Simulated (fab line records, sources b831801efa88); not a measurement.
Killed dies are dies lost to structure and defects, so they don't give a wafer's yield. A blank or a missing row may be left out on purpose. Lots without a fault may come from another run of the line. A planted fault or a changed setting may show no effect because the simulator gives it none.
A struck lot beside a sound one | flow sky130 | 16 steps out of a route of 708
Sound: wafers L559.4, L559.5, L559.6. Struck: wafers L575.2, L575.4, L575.5. The cause comes at the end.
At each step with rows: each side's tool, then ch and its chambers, then its first start. Under that, the readings that differ: sound wafers | struck wafers | difference of the means | sigmas: that difference in standard deviations of wafers without a fault.
alike: readings whose means differ by less than 2 such deviations, and words and numbers that are the same on both sides. not compared: withheld readings, readings that some wafer has no value for, bounds like >300 that may hide the same value, and numbers for which the record gives no deviation and whose values overlap.
The two part at a step that has a row with sigmas, a row that says differs or no value, or rows on one side only. Numbers that don't overlap but have no deviation are shown without sigmas and don't part them. A reading that every wafer of one side lacks parts them only if that side has two wafers or more.

SKY_LDD_P_OVL_MEAS_08:
  sound on overlay-02, day 19 12:05; struck on overlay-01, day 25 03:55
  alike: LDD_P_OVL
then, 1 step without rows for these wafers: SKY_LDD_P_IMPLANT_09.
SKY_LDD_P_STRIP_10: strips in O2/N2.
  sound on plasma_asher-03 ch 0,1, day 19 12:17; struck on plasma_asher-04 ch 0,1, day 25 04:06
  alike: drypump_motor_current_A, n2_flow_sccm, o2_flow_sccm, oes_product_au, strip_time_to_endpoint_s
  not compared: rf_hours_counter_h
SKY_LDD_P_TW_MEAS_11:
  sound on film_metro-04, day 19 12:23; struck on film_metro-03, day 25 04:13
  alike: LDD_P_TW
then, 7 steps without rows for these wafers: SKY_LDD_HVN_DEHYDRATE_00 (time 60 s); SKY_LDD_HVN_HMDS_01 (prime time 60 s); SKY_LDD_HVN_COAT_02 (resist thk 300 nm); SKY_LDD_HVN_SOFTBAKE_03 (time 60 s); SKY_LDD_HVN_EXPOSE_04 (exposes mask HVNTM, target cd 700 nm); SKY_LDD_HVN_PEB_05; SKY_LDD_HVN_DEVELOP_06 (develop time 60 s).
SKY_LDD_HVN_OVL_MEAS_07:
  sound on overlay-02, day 20 18:49; struck on overlay-02, day 26 08:49
  alike: LDD_HVN_OVL
SKY_LDD_HVN_IMPLANT_08:
  sound on implanter-02 ch 0, day 20 18:55; struck on implanter-03 ch 0, day 26 08:52
  reading                   | sound                | struck               | difference | sigmas
  beam_energy_keV           | 59.977 59.971 59.947 | 69.512 69.489 69.545 | +9.550     | +99 or more
  model.implant.rp_nm (nm)  | 53.99 53.99 53.99    | 67.11 67.11 67.11    | +13.12     |
  model.implant.drp_nm (nm) | 28.15 28.15 28.15    | 32.03 32.03 32.03    | +3.88      |
SKY_LDD_HVN_STRIP_09: strips in O2/N2.
  sound on plasma_asher-02 ch 0,1, day 20 19:01; struck on plasma_asher-02 ch 1, day 26 08:59
  reading                      | sound             | struck            | difference | sigmas
  strip_time_to_endpoint_s (s) | 4.164 4.159 4.154 | 4.135 4.113 4.120 | -0.036     | -3
  alike: drypump_motor_current_A, n2_flow_sccm, o2_flow_sccm, oes_product_au
  not compared: rf_hours_counter_h
SKY_LDD_HVN_TW_MEAS_10:
  sound on film_metro-03, day 20 19:07; struck on film_metro-01, day 26 09:20
  reading    | sound          | struck         | difference | sigmas
  LDD_HVN_TW | 1440 1439 1427 | 1495 1493 1496 | +59        | +8
  not compared: hold
-- the record jumps here: 23 days lie between the struck wafers' starts before and after (it left off in module LDD_HVN and takes up again in module PAD_OPEN, whose first step shown is number 708 of the route) --
SKY_PAD_OPEN_PROBE_99:
  sound on prober-02, day 46 03:20; struck on prober-02, day 49 20:07
  reading                                 | sound               | struck               | difference | sigmas
  model.etest.tip_n_5v.rs_ohm_sq          | 1402 1411 1405      | 1275 1284 1272       | -129       |
  model.etest.nfet_g5v0d10v5.vt_sat_v (V) | 0.7574 0.7619 0.759 | 0.7284 0.7386 0.7291 | -0.0274    |
  alike: killed_at_M0_to_M3, killed_at_M4_up, killed_at_contacts, killed_at_front_end, killed_at_other, killed_dies, killed_open, killed_short
  not compared: model.etest.nfet_g5v0d10v5.vt_v

WHERE THEY PART
First at SKY_LDD_HVN_IMPLANT_08; last, within this record, at SKY_LDD_HVN_TW_MEAS_10. Later steps at which nothing parts them and some readings are alike: SKY_PAD_OPEN_PROBE_99.

WHY: what the simulator had put in
Process parameter drift: implanter-03, from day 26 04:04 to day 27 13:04, at SKY_LDD_HVN_IMPLANT_08. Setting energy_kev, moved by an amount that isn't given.
